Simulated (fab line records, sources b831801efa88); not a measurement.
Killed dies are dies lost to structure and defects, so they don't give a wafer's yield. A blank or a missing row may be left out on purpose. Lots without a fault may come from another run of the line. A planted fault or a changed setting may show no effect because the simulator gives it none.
fab line records | flow gf180mcu | part 1 of 2: steps 1 to 25 of 35
record lots=5 wafers=15 last_day=34
route steps=602 shown M1@321 V1@335
lots that met no fault: from a run of the same line without faults
start_h: hours from the record's first day to the start of the lot's first wafer shown | wait_h: hours since the lot's step before | " the same as in the row above | L1.1+2: a row that stands for several wafers | - no value, or no start given | * or withheld: withheld | < > ~ a bound
route shown NAME@n: a module of which the file shows steps, and the number in the route of the first | usual: mean/standard deviation of fault-free wafers | same: alike in all rows | chamber/n: place in a boat | sites: the reading at each site | _std_site: their standard deviation | _edge_site: outer sites' mean less inner sites' | radius_mm: how far each site lies from the wafer's centre | mask NAME#n: copy n | behind: the tool/chamber that last shaped the wafer | hold: why the lot was held/for how many hours/how that ended | device: the transistor (n, p or np) that didn't switch | end of line: the same wafers' tests at the end of the route | a step without rows: its recipe alone | killed: dies lost to structure and defects at the first sort, not the wafer's yield | map: a wafer's dies, x killed, . not, _ none there
set.NAME: the setting as run; set.NAME@STEP: as run at that earlier step | model.NAME: the simulator's own value behind a step, which no gauge read
lots at some steps of the route; a table a step, a row a wafer
services: from which hour (start_h, from the record's first day; less than 0 if before it) a tool's chamber was out of use, for how many hours, and why
## steps
# step GF_M1_THK_MEAS_06
# recipe thk_meas_gauge=xrf reads=AlCu_of_M1_SPUTTER_02
# usual M1_ALCU_THK=444/7.4
# columns lot.wafer tool chamber start_h wait_h M1_ALCU_THK[nm]
L084.1 film_metro-02 - 456.85 0.1 457
L084.2 " - " " 455
L084.6 " - " " 452
L088.2 film_metro-01 - 489.18 0.1 444
L088.3 " - " " 442
L088.6 " - " " 445
L090.3 film_metro-01 - 509.56 0.1 434
L090.4 " - " " 432
L090.6 " - " " 431
L092.1 film_metro-03 - 520.74 0.1 458
L092.2 " - " " 450
L092.5 " - " " 443
L094.1 film_metro-02 - 540.75 0.1 439
L094.5 " - " " 451
L094.6 " - " " 444
# step GF_M1_DEHYDRATE_07
# recipe temp_c=200 time_s=60
# usual chill_plate_temp_C=22.99/0.1 plate_temp_C=200.00/0.15
# columns lot.wafer tool chamber start_h wait_h chill_plate_temp_C plate_temp_C
L084.1 litho_track-01 0 467.80 10.9 23.13 199.86
L084.2 " 0 " " 23.14 200.07
L084.6 " 0 " " 23.09 199.99
L088.2 litho_track-02 0 500.18 11.0 23.08 199.91
L088.3 " 0 " " 23.07 199.98
L088.6 " 0 " " 23.01 199.94
L090.3 litho_track-01 0 520.45 10.9 23.07 199.96
L090.4 " 0 " " 23.12 200.23
L090.6 " 0 " " 23.14 200.15
L092.1 litho_track-02 0 531.65 10.9 22.78 200.00
L092.2 " 0 " " 22.89 200.17
L092.5 " 0 " " 22.89 200.06
L094.1 litho_track-03 0 551.41 10.7 22.89 199.88
L094.5 " 0 " " 23.10 199.87
L094.6 " 0 " " 23.01 199.90
# step GF_M1_HMDS_08
# recipe prime_time_s=60 prime_temp_c=120
# usual chill_plate_temp_C=22.99/0.12
# columns lot.wafer tool chamber start_h wait_h chill_plate_temp_C
L084.1 litho_track-01 0 467.95 0.1 23.01
L084.2 " 0 " " 23.01
L084.6 " 0 " " 22.99
L088.2 litho_track-02 0 500.33 0.1 23.01
L088.3 " 0 " " 23.03
L088.6 " 0 " " 23.16
L090.3 litho_track-01 0 520.60 0.1 23.13
L090.4 " 0 " " 22.82
L090.6 " 0 " " 22.90
L092.1 litho_track-02 0 531.80 0.1 23.03
L092.2 " 0 " " 22.89
L092.5 " 0 " " 23.09
L094.1 litho_track-03 0 551.56 0.1 22.90
L094.5 " 0 " " 22.90
L094.6 " 0 " " 22.92
# step GF_M1_COAT_09
# recipe resist=KrF spin_rpm=withheld resist_thk_nm=1000
# usual chill_plate_temp_C=22.99/0.1
# columns lot.wafer tool chamber start_h wait_h chill_plate_temp_C
L084.1 litho_track-01 0 468.10 0.1 23.04
L084.2 " 0 " " 23.09
L084.6 " 0 " " 22.97
L088.2 litho_track-02 0 500.48 0.1 23.19
L088.3 " 0 " " 23.02
L088.6 " 0 " " 23.11
L090.3 litho_track-01 0 520.75 0.1 23.05
L090.4 " 0 " " 22.95
L090.6 " 0 " " 22.91
L092.1 litho_track-02 0 531.95 0.1 23.02
L092.2 " 0 " " 23.10
L092.5 " 0 " " 22.96
L094.1 litho_track-03 0 551.71 0.1 22.94
L094.5 " 0 " " 23.02
L094.6 " 0 " " 22.98
# step GF_M1_SOFTBAKE_10
# recipe temp_c=130 time_s=60 resist=KrF
# usual chill_plate_temp_C=22.99/0.1 plate_temp_C=129.99/0.13
# columns lot.wafer tool chamber start_h wait_h chill_plate_temp_C plate_temp_C
L084.1 litho_track-01 0 468.25 0.1 23.10 129.99
L084.2 " 0 " " 22.97 130.06
L084.6 " 0 " " 23.01 130.06
L088.2 litho_track-02 0 500.63 0.1 23.30 129.82
L088.3 " 0 " " 23.19 129.88
L088.6 " 0 " " 23.12 130.03
L090.3 litho_track-01 0 520.90 0.1 22.91 130.00
L090.4 " 0 " " 23.14 130.07
L090.6 " 0 " " 23.10 130.10
L092.1 litho_track-02 0 532.10 0.1 22.85 130.11
L092.2 " 0 " " 23.04 129.93
L092.5 " 0 " " 22.91 130.06
L094.1 litho_track-03 0 551.86 0.1 23.04 129.93
L094.5 " 0 " " 22.89 130.10
L094.6 " 0 " " 22.94 130.16
# step GF_M1_EXPOSE_11
# recipe mask_id=Metal1 target_cd_nm=230 na=0.68 source_shape=conventional sigma_outer=0.6 dose_mj=28
# usual stage_vel_mm_s=500.03/0.23
# same na=0.68
# columns lot.wafer tool chamber start_h wait_h mask stage_vel_mm_s
L084.1 krf_scanner-01 0 - - Metal1#0 499.80
L084.2 " 0 " " Metal1#0 499.67
L084.6 " 0 " " Metal1#0 499.89
L088.2 krf_scanner-02 0 - - Metal1#0 500.36
L088.3 " 0 " " Metal1#0 500.11
L088.6 " 0 " " Metal1#0 500.22
L090.3 krf_scanner-01 0 - - Metal1#0 500.21
L090.4 " 0 " " Metal1#0 500.03
L090.6 " 0 " " Metal1#0 500.03
L092.1 krf_scanner-02 0 - - Metal1#0 500.29
L092.2 " 0 " " Metal1#0 500.13
L092.5 " 0 " " Metal1#0 500.19
L094.1 krf_scanner-01 0 - - Metal1#0 500.22
L094.5 " 0 " " Metal1#0 500.17
L094.6 " 0 " " Metal1#0 499.58
# step GF_M1_PEB_12
# recipe peb_temp_c=135 peb_time_s=90 resist=KrF
# usual chill_plate_temp_C=23.01/0.12 plate_temp_C=134.95/0.14
# columns lot.wafer tool chamber start_h wait_h chill_plate_temp_C plate_temp_C
L084.1 litho_track-03 0 - - 23.12 135.15
L084.2 " 0 " " 23.06 135.19
L084.6 " 0 " " 22.83 135.23
L088.2 litho_track-01 0 - - 23.00 134.97
L088.3 " 0 " " 22.98 134.59
L088.6 " 0 " " 23.05 134.90
L090.3 litho_track-01 0 - - 23.13 134.89
L090.4 " 0 " " 22.96 135.12
L090.6 " 0 " " 23.02 134.87
L092.1 litho_track-01 0 - - 23.05 134.76
L092.2 " 0 " " 22.99 134.79
L092.5 " 0 " " 22.99 134.99
L094.1 litho_track-01 0 - - 23.10 135.04
L094.5 " 0 " " 22.90 134.90
L094.6 " 0 " " 23.19 135.08
# step GF_M1_DEVELOP_13
# recipe develop_time_s=60 dev_temp_c=21
# usual chill_plate_temp_C=23.03/0.11
# columns lot.wafer tool chamber start_h wait_h chill_plate_temp_C
L084.1 litho_track-03 0 479.86 0.2 23.20
L084.2 " 0 " " 23.00
L084.6 " 0 " " 22.95
L088.2 litho_track-01 0 512.23 0.2 22.77
L088.3 " 0 " " 22.99
L088.6 " 0 " " 22.80
L090.3 litho_track-01 0 532.30 0.1 23.27
L090.4 " 0 " " 23.10
L090.6 " 0 " " 23.26
L092.1 litho_track-01 0 543.35 0.2 23.02
L092.2 " 0 " " 22.97
L092.5 " 0 " " 23.14
L094.1 litho_track-01 0 562.65 0.2 22.95
L094.5 " 0 " " 22.87
L094.6 " 0 " " 23.06
# step GF_M1_CD_MEAS_14
# recipe target_cd_nm=230
# usual cd_nm=229.9/1.2
# columns lot.wafer tool chamber start_h wait_h cd_nm
L084.1 cd_sem-02 - 480.01 0.1 230.2
L084.2 " - " " 229.2
L084.6 " - " " 228.1
L088.2 cd_sem-02 - 512.37 0.1 229.8
L088.3 " - " " 228.5
L088.6 " - " " 229.3
L090.3 cd_sem-02 - 532.44 0.1 230.1
L090.4 " - " " 229.5
L090.6 " - " " 230.5
L092.1 cd_sem-01 - 543.50 0.1 228.5
L092.2 " - " " 228.5
L092.5 " - " " 229.1
L094.1 cd_sem-02 - 562.80 0.1 229.5
L094.5 " - " " 229.3
L094.6 " - " " 229.9
# step GF_M1_OVL_MEAS_15
# usual M1_OVL=-1/5.1
# columns lot.wafer tool chamber start_h wait_h M1_OVL[nm]
L084.1 overlay-02 - 480.13 0.1 -4
L084.2 " - " " 1
L084.6 " - " " 10
L088.2 overlay-01 - 512.48 0.1 -6
L088.3 " - " " -5
L088.6 " - " " -9
L090.3 overlay-01 - 532.54 0.1 1
L090.4 " - " " -3
L090.6 " - " " -3
L092.1 overlay-02 - 543.64 0.1 3
L092.2 " - " " -4
L092.5 " - " " 2
L094.1 overlay-02 - 562.92 0.1 -3
L094.5 " - " " -4
L094.6 " - " " -6
# step GF_M1_METAL_ETCH_16
# recipe chemistry=Cl2/BCl3 mask_material=KrF target_depth_nm=750.8 stop_on=SiO2 pressure_mtorr=8 icp_w=800 bias_w=140 Cl2_flow_sccm=80 bcl3_flow_sccm=40 time_s=125.1
# usual drypump_motor_current_A=5.92/0.24 mfc_cl2_sccm=79.96/0.27 oes_product_au=0.992/0.0058 throttle_valve_pct=28.228/0.009
# columns lot.wafer tool chamber start_h wait_h drypump_motor_current_A mfc_cl2_sccm oes_product_au rf_hours_counter_h throttle_valve_pct
L084.1 rie_metal-03 0 480.16 0.0 6.22 79.97 0.992 7.2 28.211
L084.2 " 1 " " 5.70 80.06 0.987 8.3 28.231
L084.6 " 0 " " 6.23 80.22 0.988 - 28.222
L088.2 rie_metal-03 0 512.51 0.0 6.24 80.08 0.991 7.9 28.225
L088.3 " 0 " " 6.26 80.02 0.993 - 28.237
L088.6 " 1 " " 5.69 79.66 0.987 - 28.220
L090.3 rie_metal-04 1 532.60 0.1 5.66 80.05 0.995 - 28.228
L090.4 " 0 " " 5.95 79.49 0.999 - 28.218
L090.6 " 1 " " 5.67 79.93 1.003 - 28.230
L092.1 rie_metal-03 0 543.67 0.0 6.23 80.30 0.990 8.9 28.211
L092.2 " 1 " " 5.76 79.78 0.989 10.0 28.233
L092.5 " 0 " " 6.25 80.22 0.989 - 28.234
L094.1 rie_metal-03 0 562.96 0.0 6.25 79.80 0.988 9.5 28.229
L094.5 " 1 " " 5.71 80.25 0.995 - 28.226
L094.6 " 0 " " 6.25 79.71 0.993 - 28.236
# step GF_M1_STRIP_17
# recipe chemistry=O2/N2 power_w=1400 pressure_mtorr=1500 platen_temp_c=250 o2_flow_sccm=3000 n2_flow_sccm=300 overash_fraction=0.5
# usual drypump_motor_current_A=5.6/0.51 heater_power_w=338/38 oes_product_au=0.536/0.0048 strip_time_to_endpoint_s=7.35/0.061
# columns lot.wafer tool chamber start_h wait_h drypump_motor_current_A heater_power_w oes_product_au rf_hours_counter_h strip_time_to_endpoint_s
L084.1 plasma_asher-01 1 480.29 0.1 5.4 302 0.533 5 7.38
L084.2 " 0 " " 5.6 395 0.534 5 7.35
L084.6 " 0 " " 5.6 384 0.539 - 7.33
L088.2 plasma_asher-04 1 512.64 0.1 5.7 294 0.537 38 7.34
L088.3 " 1 " " 5.7 295 0.538 - 7.36
L088.6 " 0 " " 4.7 326 0.537 - 7.29
L090.3 plasma_asher-01 1 532.72 0.1 5.4 302 0.538 - 7.33
L090.4 " 0 " " 5.6 391 0.532 - 7.25
L090.6 " 1 " " 5.4 296 0.537 - 7.36
L092.1 plasma_asher-04 1 543.80 0.1 5.7 300 0.536 42 7.36
L092.2 " 0 " " 4.7 322 0.534 42 7.32
L092.5 " 0 " " 4.7 320 0.530 - 7.35
L094.1 plasma_asher-01 0 563.09 0.1 5.6 389 0.546 14 7.42
L094.5 " 0 " " 5.6 396 0.536 - 7.41
L094.6 " 1 " " 5.4 300 0.538 - 7.41
# step GF_M1_STRIP_18
# recipe chemistry=post_etch_residue_remover time_s=1200 temp_c=72.5
# columns lot.wafer tool chamber start_h wait_h
L084.1+2+6 wet_bench-03 2 480.39 0.1
L088.2+3+6 wet_bench-02 1 512.79 0.1
L090.3+4+6 wet_bench-02 2 532.79 0.0
L092.1+2+5 wet_bench-01 1 543.90 0.1
L094.1+5+6 wet_bench-03 0 563.19 0.1
# step GF_M1_CLEAN_19
# recipe chemistry=DIW dry=n2_spin
# columns lot.wafer tool chamber start_h wait_h
L084.1+2+6 wet_bench-01 3 480.77 0.0
L088.2+3+6 wet_bench-01 2 513.13 0.0
L090.3+4+6 wet_bench-03 3 533.13 0.0
L092.1+2+5 wet_bench-02 1 544.24 0.0
L094.1+5+6 wet_bench-01 1 563.56 0.0
# step GF_V1_CVD_00
# recipe material=SiO2 target_thk_nm=600 sigma_open_frac=0.3 temp_c=400 time_s=100 sih4_flow_sccm=60 pressure_mtorr=6
# columns lot.wafer tool chamber start_h wait_h
L084.1+2+6 hdpcvd-02 0,1,1 480.86 0.0
L088.2+3+6 hdpcvd-01 1,2,2 513.23 0.0
L090.3+4+6 hdpcvd-02 2,0,2 533.23 0.0
L092.1+2+5 hdpcvd-02 2,1,2 544.34 0.0
L094.1+5+6 hdpcvd-01 2,0,1 563.66 0.0
# step GF_V1_THK_MEAS_01
# recipe reads=SiO2_of_V1_CVD_00
# usual V1_CVD_00_THK=596/5.9
# columns lot.wafer tool chamber start_h wait_h V1_CVD_00_THK[nm]
L084.1 film_metro-03 - 480.93 0.0 589
L084.2 " - " " 587
L084.6 " - " " 588
L088.2 film_metro-04 - 513.31 0.0 587
L088.3 " - " " 598
L088.6 " - " " 594
L090.3 film_metro-03 - 533.32 0.1 603
L090.4 " - " " 603
L090.6 " - " " 597
L092.1 film_metro-04 - 544.41 0.0 596
L092.2 " - " " 603
L092.5 " - " " 600
L094.1 film_metro-02 - 563.73 0.0 605
L094.5 " - " " 589
L094.6 " - " " 597
# step GF_V1_CVD_02
# recipe material=SiO2 target_thk_nm=850 precursor=TEOS temp_c=400 time_s=94.851 rf_w=600
# usual heater_power_w=651/73
# columns lot.wafer tool chamber start_h wait_h heater_power_w
L084.1 pecvd-01 2 480.99 0.1 591
L084.2 " 1 " " 562
L084.6 " 1 " " 585
L088.2 pecvd-04 2 513.36 0.0 629
L088.3 " 0 " " 668
L088.6 " 0 " " 538
L090.3 pecvd-01 0 533.36 0.0 724
L090.4 " 2 " " 604
L090.6 " 1 " " 568
L092.1 pecvd-04 1 544.47 0.1 702
L092.2 " 0 " " 663
L092.5 " 0 " " 691
L094.1 pecvd-04 1 563.79 0.1 679
L094.5 " 0 " " 540
L094.6 " 2 " " 648
# step GF_V1_THK_MEAS_03
# recipe reads=SiO2_of_V1_CVD_02
# usual V1_CVD_02_THK=851/14
# columns lot.wafer tool chamber start_h wait_h V1_CVD_02_THK[nm]
L084.1 film_metro-04 - 481.06 0.0 855
L084.2 " - " " 870
L084.6 " - " " 863
L088.2 film_metro-03 - 513.44 0.0 841
L088.3 " - " " 853
L088.6 " - " " 862
L090.3 film_metro-04 - 533.45 0.1 850
L090.4 " - " " 860
L090.6 " - " " 868
L092.1 film_metro-03 - 544.54 0.0 824
L092.2 " - " " 841
L092.5 " - " " 861
L094.1 film_metro-02 - 563.86 0.0 834
L094.5 " - " " 855
L094.6 " - " " 850
# step GF_V1_CMP_04
# recipe material=SiO2 down_force_psi=4 platen_rpm=60 pad_velocity_m_s=0.94248
# usual motor_current_A=11.6/0.93 time_to_endpoint_s=78/6.4
# columns lot.wafer tool chamber start_h wait_h motor_current_A time_to_endpoint_s
L084.1 cmp-01 0 481.17 0.1 11.1 79
L084.2 " 2 " " 12.9 81
L084.6 " 0 " " 11.0 84
L088.3 cmp-02 0 513.49 0.0 11.5 84
L088.2 " 2 " " 11.3 79
L088.6 " 0 " " 12.4 83
L090.3 cmp-02 3 533.49 0.0 11.9 71
L090.4 " 0 " " 11.3 81
L090.6 " 0 " " 12.2 86
L092.2 cmp-01 2 544.60 0.0 12.5 74
L092.1 " 1 " " 11.3 69
L092.5 " 2 " " 12.1 83
L094.1 cmp-01 1 564.07 0.2 12.3 74
L094.6 " 2 " " 13.0 75
L094.5 " 3 " " 9.8 76
# step GF_V1_BOW_MEAS_05
# recipe mode=bow
# usual V1_BOW=81/7.3
# columns lot.wafer tool chamber start_h wait_h V1_BOW[um]
L084.1 film_metro-02 - 481.42 0.2 73
L084.2 " - " " 73
L084.6 " - " " 81
L088.2 film_metro-03 - 513.81 0.2 79
L088.3 " - " " 78
L088.6 " - " " 81
L090.3 film_metro-03 - 533.83 0.3 81
L090.4 " - " " 76
L090.6 " - " " 78
L092.1 film_metro-03 - 544.90 0.1 75
L092.2 " - " " 78
L092.5 " - " " 74
L094.1 film_metro-04 - 564.22 0.1 82
L094.5 " - " " 79
L094.6 " - " " 89
# step GF_V1_DEHYDRATE_06
# recipe temp_c=200 time_s=60
# usual chill_plate_temp_C=22.99/0.094 plate_temp_C=200.02/0.18
# columns lot.wafer tool chamber start_h wait_h chill_plate_temp_C plate_temp_C
L084.1 litho_track-03 0 492.86 11.4 23.10 199.85
L084.2 " 0 " " 23.01 200.00
L084.6 " 0 " " 22.97 199.65
L088.2 litho_track-04 0 524.35 10.5 23.09 199.76
L088.3 " 0 " " 23.07 200.00
L088.6 " 0 " " 22.99 199.99
L090.3 litho_track-04 0 544.72 10.9 22.83 199.95
L090.4 " 0 " " 23.03 200.01
L090.6 " 0 " " 22.94 199.87
L092.1 litho_track-02 0 555.55 10.6 23.04 199.81
L092.2 " 0 " " 23.00 199.92
L092.5 " 0 " " 22.98 199.95
L094.1 litho_track-04 0 574.37 10.1 22.89 199.94
L094.5 " 0 " " 23.05 200.29
L094.6 " 0 " " 22.98 199.95
# step GF_V1_HMDS_07
# recipe prime_time_s=60 prime_temp_c=120
# usual chill_plate_temp_C=22.97/0.1
# columns lot.wafer tool chamber start_h wait_h chill_plate_temp_C
L084.1 litho_track-03 0 493.01 0.1 23.06
L084.2 " 0 " " 22.94
L084.6 " 0 " " 23.08
L088.2 litho_track-04 0 524.50 0.1 23.17
L088.3 " 0 " " 23.06
L088.6 " 0 " " 23.16
L090.3 litho_track-04 0 544.87 0.1 22.90
L090.4 " 0 " " 22.97
L090.6 " 0 " " 23.00
L092.1 litho_track-02 0 555.70 0.1 23.07
L092.2 " 0 " " 23.00
L092.5 " 0 " " 22.93
L094.1 litho_track-04 0 574.52 0.1 22.79
L094.5 " 0 " " 22.81
L094.6 " 0 " " 22.87
# step GF_V1_COAT_08
# recipe resist=BARC temp_c=withheld time_s=withheld spin_rpm=withheld resist_thk_nm=withheld
# usual chill_plate_temp_C=*
# columns lot.wafer tool chamber start_h wait_h chill_plate_temp_C
L084.1 litho_track-03 0 493.16 0.1 *
L084.2 " 0 " " *
L084.6 " 0 " " *
L088.2 litho_track-04 0 524.65 0.1 *
L088.3 " 0 " " *
L088.6 " 0 " " *
L090.3 litho_track-04 0 545.02 0.1 *
L090.4 " 0 " " *
L090.6 " 0 " " *
L092.1 litho_track-02 0 555.85 0.1 *
L092.2 " 0 " " *
L092.5 " 0 " " *
L094.1 litho_track-04 0 574.67 0.1 *
L094.5 " 0 " " *
L094.6 " 0 " " *
# step GF_V1_COAT_09
# recipe resist=KrF spin_rpm=withheld resist_thk_nm=1000
# usual chill_plate_temp_C=23.01/0.098
# columns lot.wafer tool chamber start_h wait_h chill_plate_temp_C
L084.1 litho_track-03 0 - - 22.97
L084.2 " 0 " " 22.98
L084.6 " 0 " " 22.94
L088.2 litho_track-04 0 - - 22.96
L088.3 " 0 " " 22.98
L088.6 " 0 " " 22.99
L090.3 litho_track-04 0 - - 23.11
L090.4 " 0 " " 23.10
L090.6 " 0 " " 22.87
L092.1 litho_track-02 0 - - 22.91
L092.2 " 0 " " 22.92
L092.5 " 0 " " 22.90
L094.1 litho_track-04 0 - - 22.93
L094.5 " 0 " " 23.14
L094.6 " 0 " " 22.88
# step GF_V1_SOFTBAKE_10
# recipe temp_c=130 time_s=60 resist=KrF
# usual chill_plate_temp_C=22.99/0.092 plate_temp_C=129.99/0.16
# columns lot.wafer tool chamber start_h wait_h chill_plate_temp_C plate_temp_C
L084.1 litho_track-03 0 - - 22.94 130.20
L084.2 " 0 " " 23.09 130.20
L084.6 " 0 " " 23.00 130.03
L088.2 litho_track-04 0 - - 22.99 129.97
L088.3 " 0 " " 23.03 129.96
L088.6 " 0 " " 23.02 129.89
L090.3 litho_track-04 0 - - 22.90 129.55
L090.4 " 0 " " 22.71 129.62
L090.6 " 0 " " 22.83 129.63
L092.1 litho_track-02 0 - - 23.01 130.11
L092.2 " 0 " " 23.16 130.13
L092.5 " 0 " " 22.96 130.22
L094.1 litho_track-04 0 - - 22.82 130.06
L094.5 " 0 " " 23.15 130.00
L094.6 " 0 " " 23.01 129.87
